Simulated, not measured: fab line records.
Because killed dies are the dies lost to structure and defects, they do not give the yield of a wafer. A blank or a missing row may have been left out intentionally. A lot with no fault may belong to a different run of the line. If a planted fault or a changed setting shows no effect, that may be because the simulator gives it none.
fab line records	flow sky130
[record] lots = 12	wafers = 36	lastDay = 50
route steps=708 shown METAL2@486 VIA2@508 PAD_OPEN@708
lots that met no fault: taken from a fault-free run of the same line
startH: hours from the record's opening day to when the first of the lot's shown wafers began	waitH: time in hours since the lot's previous step	" unchanged from the row above	L1.1+2: a row that stands for several wafers	- either no value or no given start	* or withheld: withheld	< > ~ a bound
route shown NAME@n: names a module that has steps shown in the file, with the first one's number in the route	usual: average and standard deviation across the fault-free wafers	same: alike in all rows	chamber/n: place in a boat	sites: readings site by site	_std_site: the standard deviation of these	_edge_site: outer sites' mean less inner sites'	radiusMm: for every site, how far away it sits from the centre of the wafer	mask NAME#n: copy n	behind: tool/chamber where the wafer was last shaped	hold: why the lot went on hold/how many hours it stayed there/how the hold came to an end	device: the transistor (n, p or np) that didn't switch	end of line: at the end of the route, the tests of the same wafers	step lacking rows: just its recipe	killed: at the first sort, the dies lost to defects and structure; wafer yield is something else	map: the dies of a wafer, with x for killed, . for not killed, _ for no die there
set.NAME: the setting as run; set.NAME@STEP: as run at that earlier step	model.NAME: the simulator's own value behind a step, which no gauge read
route steps across a sampled set of lots; one table per step, one row per wafer
services: from which hour (startH, from the record's first day; less than 0 if before it) a tool's chamber was out of use, for how many hours, and why
[[steps]]
[step SKY_METAL2_SPUTTER_03]
[recipe] material = Ti	targetThkNm = 5	powerW = 3000	timeS = 3.3	chamberPressurePa = 0.4
[usual] throttleValvePct = 29.7/0.54
lot.wafer	tool	chamber	startH	waitH	throttleValvePct
L186.2	pvdSputter-03	-	805.13	0.0	29.2
L186.4	"	-	"	"	30.9
L186.5	"	-	"	"	29.7
L185.2	pvdSputter-01	-	806.74	0.0	29.3
L185.5	"	-	"	"	29.9
L185.6	"	-	"	"	30.2
L187.2	pvdSputter-03	-	815.25	0.0	29.2
L187.3	"	-	"	"	29.8
L187.5	"	-	"	"	30.6
L189.1	pvdSputter-02	-	827.71	0.0	28.7
L189.3	"	-	"	"	29.2
L189.6	"	-	"	"	29.5
L190.1	pvdSputter-03	-	838.58	0.0	30.8
L190.2	"	-	"	"	29.1
L190.5	"	-	"	"	29.0
L191.1	pvdSputter-01	-	863.29	0.0	30.0
L191.2	"	-	"	"	29.4
L191.6	"	-	"	"	29.8
L193.4	pvdSputter-03	-	872.41	0.0	31.0
L193.5	"	-	"	"	29.4
L193.6	"	-	"	"	29.2
L198.1	pvdSputter-03	-	911.32	0.0	29.5
L198.5	"	-	"	"	29.0
L198.6	"	-	"	"	29.4
L197.2	pvdSputter-01	-	911.70	0.0	30.2
L197.4	"	-	"	"	29.3
L197.5	"	-	"	"	28.9
L199.1	pvdSputter-01	-	918.97	0.0	30.0
L199.2	"	-	"	"	30.1
L199.6	"	-	"	"	30.2
L203.1	pvdSputter-01	-	940.18	0.0	29.1
L203.3	"	-	"	"	30.0
L203.5	"	-	"	"	30.3
L207.1	pvdSputter-01	-	962.25	0.0	29.9
L207.3	"	-	"	"	29.2
L207.5	"	-	"	"	29.4
[step SKY_METAL2_CD_MEAS_15]
[recipe] targetCdNm = 140
[usual] cdNm = 140.0/1.8
lot.wafer	tool	chamber	startH	waitH	cdNm
L186.2	cdSem-01	-	831.21	-	139.9
L186.4	"	-	"	"	141.4
L186.5	"	-	"	"	140.1
L185.2	cdSem-02	-	832.71	-	141.3
L185.5	"	-	"	"	142.1
L185.6	"	-	"	"	141.1
L187.2	cdSem-02	-	841.25	-	138.7
L187.3	"	-	"	"	136.9
L187.5	"	-	"	"	139.5
L189.1	cdSem-02	-	853.74	-	140.9
L189.3	"	-	"	"	142.2
L189.6	"	-	"	"	141.7
L190.1	cdSem-01	-	864.61	-	139.0
L190.2	"	-	"	"	139.0
L190.5	"	-	"	"	138.5
L191.1	cdSem-02	-	889.26	-	139.5
L191.2	"	-	"	"	141.4
L191.6	"	-	"	"	140.4
L193.4	cdSem-02	-	897.74	-	140.0
L193.5	"	-	"	"	140.0
L193.6	"	-	"	"	139.9
L198.1	cdSem-01	-	936.14	-	137.8
L198.5	"	-	"	"	135.1
L198.6	"	-	"	"	138.4
L197.2	cdSem-02	-	936.51	-	142.3
L197.4	"	-	"	"	141.4
L197.5	"	-	"	"	141.6
L199.1	cdSem-01	-	943.09	-	142.3
L199.2	"	-	"	"	141.8
L199.6	"	-	"	"	140.1
L203.1	cdSem-01	-	964.26	-	140.1
L203.3	"	-	"	"	140.8
L203.5	"	-	"	"	143.0
L207.1	cdSem-01	-	985.66	-	141.0
L207.3	"	-	"	"	141.9
L207.5	"	-	"	"	141.8
[step SKY_METAL2_STRIP_20]
[recipe] chemistry = O2/N2	powerW = 1400	pressureMtorr = 1500	platenTempC = withheld	o2FlowSccm = 3000	n2FlowSccm = 300	overashFraction = 0.5
[usual] drypumpMotorCurrentA = 5.8/0.47	n2FlowSccm = 300.0/0.72	oesProductAu = 0.343/0.004	overashFraction = 0.5/0	stripTimeToEndpointS = 2.71/0.051
lot.wafer	tool	chamber	startH	waitH	drypumpMotorCurrentA	n2FlowSccm	oesProductAu	overashFraction	rfHoursCounterH	stripTimeToEndpointS
L186.2	plasmaAsher-02	0	831.53	0.1	6.3	300.1	0.345	0.5	38	2.74
L186.4	"	1	"	"	5.4	299.8	0.347	0.5	-	2.73
L186.5	"	0	"	"	6.3	300.5	0.346	0.5	-	2.69
L185.2	plasmaAsher-01	0	833.03	0.1	6.5	299.5	0.339	0.5	9	2.75
L185.5	"	0	"	"	6.4	299.3	0.343	0.5	-	2.74
L185.6	"	1	"	"	5.0	299.5	0.337	0.5	-	2.60
L187.2	plasmaAsher-03	0	841.58	0.1	5.9	299.3	0.335	0.5	71	2.73
L187.3	"	1	"	"	5.6	299.7	0.338	0.5	-	2.59
L187.5	"	0	"	"	5.9	299.2	0.345	0.5	-	2.73
L189.1	plasmaAsher-02	1	854.08	0.1	5.4	300.2	0.347	0.5	40	2.75
L189.3	"	1	"	"	5.5	299.1	0.341	0.5	-	2.61
L189.6	"	1	"	"	5.5	300.7	0.342	0.5	-	2.75
L190.1	plasmaAsher-01	1	864.95	0.1	5.0	299.8	0.346	0.5	12	2.69
L190.2	"	0	"	"	6.4	299.7	0.342	0.5	12	2.71
L190.5	"	1	"	"	5.0	300.4	0.342	0.5	-	2.73
L191.1	plasmaAsher-01	1	889.60	0.1	5.0	298.7	0.348	0.5	15	2.61
L191.2	"	0	"	"	6.4	300.5	0.349	0.5	15	2.76
L191.6	"	1	"	"	5.0	299.2	0.343	0.5	-	2.74
L193.4	plasmaAsher-03	1	898.06	0.1	5.6	301.2	0.347	0.5	-	2.72
L193.5	"	0	"	"	5.9	300.4	0.347	0.5	-	2.77
L193.6	"	1	"	"	5.6	299.9	0.342	0.5	-	2.72
L198.1	plasmaAsher-03	1	936.49	0.1	5.7	299.8	0.345	0.7	80	2.73
L198.5	"	0	"	"	5.9	299.3	0.342	0.5	-	2.75
L198.6	"	1	"	"	5.7	300.1	0.340	0.7	-	2.72
L197.2	plasmaAsher-03	1	937.02	0.1	5.7	300.7	0.345	0.7	80	2.73
L197.4	"	1	"	"	5.7	301.3	0.339	0.7	-	2.71
L197.5	"	0	"	"	5.9	299.6	0.343	0.5	-	2.71
L199.1	plasmaAsher-01	1	943.61	0.1	5.0	300.3	0.350	0.5	20	2.78
L199.2	"	0	"	"	6.4	299.7	0.348	0.5	20	2.76
L199.6	"	1	"	"	5.0	300.4	0.346	0.5	-	2.78
L203.1	plasmaAsher-03	1	964.60	0.1	5.6	299.1	0.345	0.7	83	2.73
L203.3	"	0	"	"	5.9	299.6	0.343	0.5	-	2.72
L203.5	"	1	"	"	5.7	299.8	0.351	0.7	-	2.80
L207.1	plasmaAsher-02	0	986.00	0.1	6.3	299.5	0.342	0.5	51	2.72
L207.3	"	0	"	"	6.3	300.8	0.337	0.5	-	2.68
L207.5	"	1	"	"	5.4	299.7	0.350	0.5	-	2.74
[step SKY_VIA2_THK_MEAS_01]
[recipe] reads = SiO2_of_VIA2_HDPCVD_00
[usual] VIA2_HDPCVD_THK = 1173/14
lot.wafer	tool	chamber	startH	waitH	VIA2_HDPCVD_THK[nm]
L186.2	filmMetro-04	-	832.30	0.1	1146
L186.4	"	-	"	"	1160
L186.5	"	-	"	"	1151
L185.2	filmMetro-01	-	833.76	0.1	1197
L185.5	"	-	"	"	1182
L185.6	"	-	"	"	1207
L187.2	filmMetro-04	-	842.35	0.1	1156
L187.3	"	-	"	"	1182
L187.5	"	-	"	"	1188
L189.1	filmMetro-03	-	854.84	0.1	1161
L189.3	"	-	"	"	1172
L189.6	"	-	"	"	1169
L190.1	filmMetro-04	-	865.71	0.1	1184
L190.2	"	-	"	"	1154
L190.5	"	-	"	"	1171
L191.1	filmMetro-01	-	890.40	0.1	1181
L191.2	"	-	"	"	1170
L191.6	"	-	"	"	1171
L193.4	filmMetro-04	-	898.81	0.0	1179
L193.5	"	-	"	"	1203
L193.6	"	-	"	"	1193
L198.1	filmMetro-01	-	937.20	0.1	1187
L198.5	"	-	"	"	1180
L198.6	"	-	"	"	1158
L197.2	filmMetro-01	-	937.75	0.1	1183
L197.4	"	-	"	"	1174
L197.5	"	-	"	"	1173
L199.1	filmMetro-03	-	944.33	0.1	1167
L199.2	"	-	"	"	1167
L199.6	"	-	"	"	1147
L203.1	filmMetro-01	-	965.38	0.1	1167
L203.3	"	-	"	"	1157
L203.5	"	-	"	"	1179
L207.1	filmMetro-04	-	986.72	0.1	1164
L207.3	"	-	"	"	1146
L207.5	"	-	"	"	1167
[step SKY_PAD_OPEN_PROBE_99]
[usual] defectLimitedYield = 82.4/1.7	killed_at_M0_to_M3 = 44/6.9	killed_at_M4_up = 3.3/1.7	killedAtContacts = 24/4.7	killedAtFrontEnd = 15/4.5	killedAtOther = 0.2/0.49	killedDies = 86/8.4	killedOpen = 47/6.5	killedShort = 39/6	sort_bin_3_pad_short = 0.9/0.4	sort_bin_5_function = 10.4/1.5	sort_bin_6_memory = 6.3/1	sortNPass = 406/8.4	sortYieldPct = 82.4/1.7
[same] grossDies = 492	killedAtBackSide = 0	sort_bin_4_leakage[%] = 0	sort_bin_8_speed[%] = 0
lot.wafer	tool	chamber	startH	waitH	defectLimitedYield[%]	killed_at_M0_to_M3	killed_at_M4_up	killedAtContacts	killedAtFrontEnd	killedAtOther	killedDies	killedOpen	killedShort	sort_bin_3_pad_short[%]	sort_bin_5_function[%]	sort_bin_6_memory[%]	sortNPass	sortYieldPct[%]
L186.2	prober-02	-	1080.72	0.1	82.7	47	1	21	15	1	85	42	43	1.2	12.2	3.9	407	82.7
L186.4	prober-02	-	1080.82	0.2	80.1	47	4	27	20	0	98	53	45	1.6	10.4	7.9	394	80.1
L186.5	prober-02	-	1080.87	0.2	81.5	45	3	23	20	0	91	48	43	0.6	10.2	7.7	401	81.5
L185.2	prober-01	-	1084.48	0.1	84.8	44	1	24	6	0	75	39	36	1.0	8.9	5.3	417	84.8
L185.5	prober-01	-	1084.63	0.2	80.9	55	4	22	13	0	94	57	37	0.8	12.0	6.3	398	80.9
L185.6	prober-01	-	1084.68	0.2	82.5	53	5	20	7	1	86	56	30	0.6	9.3	7.5	406	82.5
L187.2	prober-02	-	1090.85	0.1	83.3	41	4	24	13	0	82	44	38	1.0	10.8	4.9	410	83.3
L187.3	prober-02	-	1090.90	0.2	80.1	53	3	23	18	1	98	54	44	1.6	11.8	6.5	394	80.1
L187.5	prober-02	-	1091.00	0.2	83.3	42	5	20	15	0	82	45	37	0.2	11.4	5.1	410	83.3
L189.1	prober-02	-	1101.68	0.1	85.0	31	6	23	14	0	74	36	38	0.8	9.3	4.9	418	85.0
L189.3	prober-02	-	1101.78	0.2	82.7	44	2	20	19	0	85	42	43	1.0	10.6	5.7	407	82.7
L189.6	prober-02	-	1101.93	0.2	84.1	36	5	27	10	0	78	48	30	1.4	9.6	4.9	414	84.1
L190.1	prober-01	-	1108.03	0.1	79.7	54	2	24	20	0	100	58	42	2.2	10.0	8.1	392	79.7
L190.2	prober-01	-	1108.08	0.1	83.9	41	2	24	12	0	79	48	31	0.6	9.3	6.1	413	83.9
L190.5	prober-01	-	1108.23	0.2	85.0	32	2	27	12	1	74	48	26	0.6	7.9	6.5	418	85.0
L191.1	prober-01	-	1129.34	0.1	82.5	37	2	31	15	1	86	54	32	1.2	11.2	5.1	406	82.5
L191.2	prober-01	-	1129.39	0.1	82.9	37	1	20	25	1	84	40	44	0.8	11.2	5.1	408	82.9
L191.6	prober-01	-	1129.59	0.2	84.3	41	4	16	16	0	77	36	41	1.2	7.1	7.3	415	84.3
L193.4	prober-01	-	1136.09	0.2	83.3	41	3	23	15	0	82	50	32	0.4	11.2	5.1	410	83.3
L193.5	prober-01	-	1136.14	0.2	83.9	52	2	11	14	0	79	36	43	0.2	11.0	4.9	413	83.9
L193.6	prober-01	-	1136.19	0.2	82.3	44	3	26	14	0	87	49	38	0.2	12.2	5.3	405	82.3
L198.1	prober-01	-	1162.35	0.1	82.7	50	2	25	8	0	85	46	39	0.8	11.4	5.1	407	82.7
L198.5	prober-01	-	1162.55	0.2	84.8	35	0	27	13	0	75	46	29	0.6	8.3	6.3	417	84.8
L198.6	prober-01	-	1162.60	0.2	82.7	47	2	24	12	0	85	52	33	0.8	12.0	4.5	407	82.7
L197.2	prober-02	-	1162.72	0.1	82.9	48	0	18	18	0	84	47	37	0.2	10.8	6.1	408	82.9
L197.4	prober-02	-	1162.82	0.2	83.5	33	6	28	14	0	81	35	46	0.6	10.4	5.5	411	83.5
L197.5	prober-02	-	1162.87	0.2	81.5	43	7	28	13	0	91	43	48	0.6	10.2	7.7	401	81.5
L199.1	prober-01	-	1165.84	0.1	85.0	39	3	27	5	0	74	32	42	0.4	9.3	5.3	418	85.0
L199.2	prober-01	-	1165.89	0.1	82.5	60	3	16	7	0	86	48	38	1.2	10.4	5.9	406	82.5
L199.6	prober-01	-	1166.09	0.2	83.1	44	4	20	15	0	83	44	39	1.2	8.3	7.3	409	83.1
L203.1	prober-02	-	1183.93	0.1	81.9	50	6	23	10	0	89	52	37	0.6	10.4	7.1	403	81.9
L203.3	prober-02	-	1184.03	0.2	83.5	41	4	23	13	0	81	47	34	0.6	9.6	6.3	411	83.5
L203.5	prober-02	-	1184.13	0.2	83.7	38	1	17	24	0	80	47	33	1.2	7.9	7.1	412	83.7
L207.1	prober-01	-	1196.88	0.1	79.5	58	6	20	17	0	101	47	54	0.6	13.4	6.5	391	79.5
L207.3	prober-01	-	1196.98	0.2	80.9	48	3	27	16	0	94	56	38	0.4	12.2	6.5	398	80.9
L207.5	prober-01	-	1197.08	0.2	86.4	33	5	13	16	0	67	36	31	0.4	7.1	6.1	425	86.4
// killed by level:class
L186.2 METAL1:geometricParticle:short=8 VIA3:geometricParticle:open=8 LI_CONTACT:geometricParticle:open=6 METAL2:geometricParticle:short=6 VIA1:geometricParticle:open=6 LI_CONTACT:geometricParticle:short=5 VIA2:geometricParticle:open=5 POLY_GATE:geometricParticle:open=4
L186.4 LI_CONTACT:geometricParticle:open=10 FIELD_ISO:geometricParticle:short=9 CONTACT:geometricParticle:open=9 VIA1:geometricParticle:open=9 VIA2:geometricParticle:open=9 VIA3:geometricParticle:short=8 POLY_GATE:geometricParticle:short=5 LOCAL_INTERCONNECT:geometricParticle:short=5
L186.5 VIA2:geometricParticle:open=10 METAL1:geometricParticle:short=9 VIA1:geometricParticle:open=8 POLY_GATE:geometricParticle:short=7 CONTACT:geometricParticle:open=6 FIELD_ISO:geometricParticle:short=4 LI_CONTACT:geometricParticle:open=4 LOCAL_INTERCONNECT:geometricParticle:short=4
L185.2 VIA1:geometricParticle:open=9 VIA2:geometricParticle:open=8 CONTACT:geometricParticle:short=7 CONTACT:geometricParticle:open=7 VIA3:geometricParticle:open=7 METAL3:geometricParticle:short=6 LI_CONTACT:geometricParticle:open=4 LOCAL_INTERCONNECT:geometricParticle:short=4
L185.5 VIA1:geometricParticle:open=19 CONTACT:geometricParticle:open=10 VIA2:geometricParticle:open=8 LI_CONTACT:geometricParticle:open=7 METAL2:geometricParticle:short=6 VIA3:geometricParticle:open=5 FIELD_ISO:geometricParticle:open=4 POLY_GATE:geometricParticle:short=4
L185.6 VIA1:geometricParticle:open=15 VIA2:geometricParticle:open=9 CONTACT:geometricParticle:open=9 LI_CONTACT:geometricParticle:open=5 VIA3:geometricParticle:open=5 METAL1:geometricParticle:short=4 METAL2:geometricParticle:short=4 SPACER:geometricParticle:short=3
L187.2 VIA1:geometricParticle:open=15 CONTACT:geometricParticle:open=7 LOCAL_INTERCONNECT:geometricParticle:short=5 METAL2:geometricParticle:short=5 FIELD_ISO:geometricParticle:open=4 FIELD_ISO:geometricParticle:short=4 CONTACT:geometricParticle:short=4 VIA3:geometricParticle:open=4
L187.3 VIA1:geometricParticle:open=13 CONTACT:geometricParticle:open=10 VIA2:geometricParticle:open=10 VIA3:geometricParticle:open=7 METAL2:geometricParticle:short=7 CONTACT:geometricParticle:short=6 POLY_GATE:geometricParticle:short=5 SPACER:geometricParticle:short=5
L187.5 CONTACT:geometricParticle:open=12 VIA2:geometricParticle:open=8 VIA1:geometricParticle:short=7 VIA1:geometricParticle:open=6 POLY_GATE:geometricParticle:short=5 METAL2:geometricParticle:short=5 FIELD_ISO:geometricParticle:open=4 METAL1:geometricParticle:short=4
L189.1 LI_CONTACT:geometricParticle:open=7 CONTACT:geometricParticle:open=7 VIA1:geometricParticle:short=6 VIA1:geometricParticle:open=5 FIELD_ISO:geometricParticle:short=4 METAL1:geometricParticle:short=4 LOCAL_INTERCONNECT:geometricParticle:short=4 VIA2:geometricParticle:short=4
L189.3 CONTACT:geometricParticle:open=7 VIA3:geometricParticle:open=7 METAL1:geometricParticle:short=6 VIA1:geometricParticle:open=6 VIA2:geometricParticle:open=6 POLY_GATE:geometricParticle:short=5 LI_CONTACT:geometricParticle:short=5 METAL2:geometricParticle:short=5
L189.6 LI_CONTACT:geometricParticle:open=9 VIA2:geometricParticle:open=9 CONTACT:geometricParticle:open=8 VIA3:geometricParticle:open=7 LOCAL_INTERCONNECT:geometricParticle:short=5 VIA1:geometricParticle:short=4 VIA1:geometricParticle:open=4 METAL3:geometricParticle:short=4
L190.1 VIA1:geometricParticle:open=19 LI_CONTACT:geometricParticle:open=8 VIA2:geometricParticle:open=8 CONTACT:geometricParticle:open=7 FIELD_ISO:geometricParticle:open=6 FIELD_ISO:geometricParticle:short=6 VIA3:geometricParticle:open=5 VIA1:geometricParticle:short=5
L190.2 CONTACT:geometricParticle:open=12 VIA1:geometricParticle:open=11 VIA1:geometricParticle:short=8 VIA3:geometricParticle:open=8 CONTACT:geometricParticle:short=6 LI_CONTACT:geometricParticle:open=4 VIA2:geometricParticle:open=4 FIELD_ISO:geometricParticle:open=3
L190.5 CONTACT:geometricParticle:open=11 LI_CONTACT:geometricParticle:open=8 VIA1:geometricParticle:open=7 VIA2:geometricParticle:open=6 VIA1:geometricParticle:short=5 VIA3:geometricParticle:open=5 FIELD_ISO:geometricParticle:short=4 POLY_GATE:geometricParticle:open=3
L191.1 CONTACT:geometricParticle:open=14 LI_CONTACT:geometricParticle:open=9 VIA1:geometricParticle:open=9 POLY_GATE:geometricParticle:open=6 LI_CONTACT:geometricParticle:short=5 METAL1:geometricParticle:short=5 METAL3:geometricParticle:short=4 METAL2:geometricParticle:short=4
L191.2 VIA1:geometricParticle:open=9 FIELD_ISO:geometricParticle:open=8 FIELD_ISO:geometricParticle:short=8 METAL1:geometricParticle:short=8 METAL2:geometricParticle:short=5 CONTACT:geometricParticle:short=5 VIA2:geometricParticle:open=5 LI_CONTACT:geometricParticle:open=4
L191.6 VIA1:geometricParticle:open=9 CONTACT:geometricParticle:short=5 CONTACT:geometricParticle:open=5 METAL1:geometricParticle:short=5 VIA3:geometricParticle:open=5 METAL2:geometricParticle:short=5 FIELD_ISO:geometricParticle:short=4 POLY_GATE:geometricParticle:open=4
L193.4 LI_CONTACT:geometricParticle:open=8 CONTACT:geometricParticle:open=8 METAL2:geometricParticle:short=7 METAL1:geometricParticle:short=7 VIA2:geometricParticle:open=7 FIELD_ISO:geometricParticle:open=5 VIA1:geometricParticle:open=5 POLY_GATE:geometricParticle:open=4
L193.5 METAL2:geometricParticle:short=12 VIA1:geometricParticle:open=7 LI_CONTACT:geometricParticle:open=6 VIA2:geometricParticle:open=6 VIA1:geometricParticle:short=6 VIA3:geometricParticle:open=6 FIELD_ISO:geometricParticle:short=5 METAL1:geometricParticle:short=5
L193.6 VIA1:geometricParticle:open=10 VIA2:geometricParticle:open=8 LI_CONTACT:geometricParticle:open=6 VIA3:geometricParticle:open=6 LOCAL_INTERCONNECT:geometricParticle:short=6 CONTACT:geometricParticle:short=6 CONTACT:geometricParticle:open=6 METAL1:geometricParticle:short=6
L198.1 VIA1:geometricParticle:open=14 LI_CONTACT:geometricParticle:open=8 VIA1:geometricParticle:short=8 CONTACT:geometricParticle:open=7 METAL1:geometricParticle:short=5 LOCAL_INTERCONNECT:geometricParticle:short=5 VIA3:geometricParticle:open=5 LI_CONTACT:geometricParticle:short=4
L198.5 VIA1:geometricParticle:open=9 LI_CONTACT:geometricParticle:open=8 VIA2:geometricParticle:open=8 CONTACT:geometricParticle:open=7 METAL1:geometricParticle:short=7 CONTACT:geometricParticle:short=5 LI_CONTACT:geometricParticle:short=4 FIELD_ISO:geometricParticle:open=3
L198.6 VIA1:geometricParticle:open=11 LI_CONTACT:geometricParticle:open=10 VIA2:geometricParticle:open=10 VIA1:geometricParticle:short=6 FIELD_ISO:geometricParticle:open=5 CONTACT:geometricParticle:open=4 VIA3:geometricParticle:open=4 POLY_GATE:geometricParticle:short=3
L197.2 VIA1:geometricParticle:open=12 VIA3:geometricParticle:open=8 FIELD_ISO:geometricParticle:short=7 CONTACT:geometricParticle:open=7 VIA2:geometricParticle:short=5 VIA2:geometricParticle:open=5 LOCAL_INTERCONNECT:geometricParticle:short=4 METAL3:geometricParticle:short=4
L197.4 METAL1:geometricParticle:short=8 CONTACT:geometricParticle:open=7 LI_CONTACT:geometricParticle:short=6 LI_CONTACT:geometricParticle:open=6 VIA1:geometricParticle:open=5 VIA1:geometricParticle:short=5 METAL4:geometricParticle:short=5 CONTACT:geometricParticle:short=4
L197.5 CONTACT:geometricParticle:open=10 VIA1:geometricParticle:open=9 CONTACT:geometricParticle:short=7 VIA3:geometricParticle:open=7 VIA2:geometricParticle:open=7 METAL4:geometricParticle:short=7 LOCAL_INTERCONNECT:geometricParticle:short=6 METAL3:geometricParticle:short=5
L199.1 LOCAL_INTERCONNECT:geometricParticle:short=9 LI_CONTACT:geometricParticle:open=6 CONTACT:geometricParticle:open=6 VIA1:geometricParticle:open=6 METAL2:geometricParticle:short=6 VIA2:geometricParticle:open=5 VIA3:geometricParticle:open=5 VIA1:geometricParticle:short=4
L199.2 VIA1:geometricParticle:open=13 VIA3:geometricParticle:open=10 CONTACT:geometricParticle:open=9 METAL2:geometricParticle:short=8 VIA2:geometricParticle:open=7 VIA1:geometricParticle:short=7 METAL3:geometricParticle:short=5 LI_CONTACT:geometricParticle:open=4
L199.6 VIA1:geometricParticle:open=11 METAL1:geometricParticle:short=8 VIA3:geometricParticle:open=7 VIA2:geometricParticle:open=7 CONTACT:geometricParticle:open=5 POLY_GATE:geometricParticle:short=4 LI_CONTACT:geometricParticle:open=4 LI_CONTACT:geometricParticle:short=4
L203.1 VIA1:geometricParticle:open=14 CONTACT:geometricParticle:open=7 LI_CONTACT:geometricParticle:open=7 VIA3:geometricParticle:open=5 METAL1:geometricParticle:short=5 METAL1:geometricParticle:open=5 VIA2:geometricParticle:open=5 FIELD_ISO:geometricParticle:open=4
L203.3 VIA1:geometricParticle:open=17 CONTACT:geometricParticle:open=8 CONTACT:geometricParticle:short=6 VIA2:geometricParticle:open=6 LI_CONTACT:geometricParticle:open=5 METAL1:geometricParticle:short=5 FIELD_ISO:geometricParticle:short=4 VIA2:geometricParticle:short=4
L203.5 VIA1:geometricParticle:open=16 FIELD_ISO:geometricParticle:open=9 FIELD_ISO:geometricParticle:short=6 LI_CONTACT:geometricParticle:open=6 VIA2:geometricParticle:short=4 CONTACT:geometricParticle:open=4 METAL1:geometricParticle:short=4 METAL2:geometricParticle:short=4
L207.1 VIA1:geometricParticle:open=13 VIA1:geometricParticle:short=10 VIA3:geometricParticle:open=9 LI_CONTACT:geometricParticle:open=7 CONTACT:geometricParticle:short=6 METAL4:geometricParticle:short=6 POLY_GATE:geometricParticle:open=5 METAL1:geometricParticle:short=5
L207.3 VIA1:geometricParticle:open=19 CONTACT:geometricParticle:open=12 METAL1:geometricParticle:short=8 CONTACT:geometricParticle:short=6 FIELD_ISO:geometricParticle:open=5 LI_CONTACT:geometricParticle:open=5 VIA1:geometricParticle:short=4 VIA2:geometricParticle:open=4
L207.5 VIA2:geometricParticle:open=8 VIA1:geometricParticle:open=8 FIELD_ISO:geometricParticle:short=6 METAL2:geometricParticle:short=5 LI_CONTACT:geometricParticle:open=5 METAL1:geometricParticle:short=5 POLY_GATE:geometricParticle:open=4 CONTACT:geometricParticle:open=4
[[services]]
tool	chamber	startH	hours	kind
pvdSputter-03	-	848.06	4.5	repair
pvdSputter-03	-	868.07	4.1	repair
plasmaAsher-02	-	967.12	12.5	repair
pvdSputter-01	-	974.42	0.8	repair
plasmaAsher-02	-	979.59	2.8	pm
[[key]]
[firstSign] step = SKY_METAL2_STRIP_20	reading = overashFraction	direction = up	sigmas = 99+	usual = 0.5	struck = 0.7
effect none on later readings
metAt SKY_METAL2_STRIP_20
struckLots L197,L198,L203
struckWafers L197.2,L197.4,L198.1,L198.6,L203.1,L203.5
notActingAt SKY_METAL2_SPUTTER_03,SKY_METAL2_CD_MEAS_15,SKY_VIA2_THK_MEAS_01
onsetBetween 898.06 936.49
[fault] kind = processParameterDrift	tool = plasmaAsher-03	chamber = 1	onsetH = 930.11	steps = SKY_METAL2_STRIP_20	channel = overashFraction	offset = 0.2	shape = step	endH = 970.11	actsIn = theseRecipesOnly	stated = 0.5
